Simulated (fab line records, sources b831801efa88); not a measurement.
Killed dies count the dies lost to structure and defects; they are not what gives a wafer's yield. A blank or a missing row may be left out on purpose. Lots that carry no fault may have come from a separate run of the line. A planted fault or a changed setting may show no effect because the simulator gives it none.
Matching of chambers | flow sky130 | SKY_VIA2_HDPCVD_00 on hdpcvd-01: 3 sister chambers
The step deposits SiO2, target thk 1180 nm, time 196.7 s. 6 wafers are shown with their chamber, then 7 later ones without.

WAFERS WITH THEIR CHAMBER
wafer  | chamber | sih4-flow-sccm (sccm)
L730.4 | 1       | 60.11
L730.6 | 0       | 60.01
L734.1 | 0       | 59.91
L734.4 | 1       | 59.80
L735.2 | 2       | 59.88
L735.4 | 2       | 59.61

WAFERS WHOSE CHAMBER IS MISSING
wafer  | sih4-flow-sccm (sccm)
L735.5 | 59.96
L736.1 | 60.28
L736.2 | 60.04
L736.5 | 59.69
L742.1 | 60.11
L742.5 | 60.34
L742.6 | 60.11

CHAMBER TAKEN BY EACH
wafer  | from the rows above          | in truth
L735.5 | can't be placed: 0 or 1 or 2 | 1
L736.1 | can't be placed: 0 or 1 or 2 | 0
L736.2 | can't be placed: 0 or 1 or 2 | 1
L736.5 | can't be placed: 2 or 1 or 0 | 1
L742.1 | can't be placed: 0 or 1 or 2 | 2
L742.5 | can't be placed: 0 or 1 or 2 | 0
L742.6 | can't be placed: 0 or 1 or 2 | 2
Correctly placed: 0 of 7. Not placeable from these rows: 7 (in 7, the candidates include the true chamber). Placed wrongly: 0.
How it was worked out, from the rows above alone: a wafer's distance from a chamber is the root of the sum, over the readings, of the square of ((its reading less the chamber's mean) divided by the reading's scatter). If the next closest chamber is less than 2 further off than the closest, the wafer can't be placed; otherwise it belongs to the closest. Each chamber's mean is taken over the wafers shown for it. The scatter: the root of (the sum of the squares of (reading less its chamber's mean) over the shown wafers, divided by (wafers less chambers)).
